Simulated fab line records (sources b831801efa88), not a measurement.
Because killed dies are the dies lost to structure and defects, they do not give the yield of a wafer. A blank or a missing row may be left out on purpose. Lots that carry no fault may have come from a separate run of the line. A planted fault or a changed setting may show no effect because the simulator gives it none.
What tool caused it? | flow sky130 | Sampling: 6 lots, 18 wafers, 3 of 708 route steps

== WHAT THE GAUGES READ, wafer by wafer ==
SKY_VT_ADJUST_LVTN_OVL_MEAS_18.
lot  | measured     | on         | VT_ADJUST_LVTN_01_OVL (nm)
L367 | day 8 15:04  | overlay-02 | -0.3 0.9 1.6
L369 | day 9 13:58  | overlay-01 | -1.0 0.6 0.0
L373 | day 10 07:31 | overlay-02 | -0.9 -2.4 -1.4
L377 | day 11 14:36 | overlay-01 | 2.9 1.0 3.1
L380 | day 12 06:54 | overlay-01 | -1.7 0.3 -1.0
L387 | day 14 09:10 | overlay-02 | -1.2 -0.3 -1.4

== TOOL THAT RAN EACH LOT (tool first, then ch and the chambers of the sampled wafers, then the start) ==
lot  | SKY_FIELD_ISO_ETCH_17           | SKY_NWELL_STRIP_25
L367 | rie si-01 ch 2,3, day 3 01:08   | plasma asher-04 ch 0,1, day 6 02:59
L369 | rie si-01 ch 1,2,3, day 3 10:04 | plasma asher-04 ch 0,1, day 6 23:25
L373 | rie si-01 ch 1,2, day 4 04:50   | plasma asher-01 ch 0,1, day 7 16:06
L377 | rie si-02 ch 2,3, day 5 03:07   | plasma asher-03 ch 0,1, day 8 18:32
L380 | rie si-01 ch 0,2,3, day 5 16:37 | plasma asher-04 ch 0,1, day 9 10:07
L387 | rie si-01 ch 0,1, day 7 06:01   | plasma asher-01 ch 0,1, day 11 06:04
- SKY_FIELD_ISO_ETCH_17: etches Si in HBr/Cl2/O2, target depth 342 nm, time 97.7 s.
- SKY_NWELL_STRIP_25: strips in O2/N2.

== THE ANSWER, worked out from the rows above alone ==
Rule: the lots themselves supply what counts as usual. The widest of any qualifying gaps counts: lots, ordered by their means at a reading, are off when they make up no more than a third of the lots, leave a main group of 4 or more, and stand apart from it by 3 or more times the standard deviation of that group's means. If all means in a main group match to the digits the tables above print for the reading, that group is not used. A lot without any number at a reading at which 4 lots or more have one is off too. The other lots that the step has rows for count as sound.
None of the lots is off at any reading shown; this tells nothing.

== WHAT THE SIMULATOR PUT IN ==
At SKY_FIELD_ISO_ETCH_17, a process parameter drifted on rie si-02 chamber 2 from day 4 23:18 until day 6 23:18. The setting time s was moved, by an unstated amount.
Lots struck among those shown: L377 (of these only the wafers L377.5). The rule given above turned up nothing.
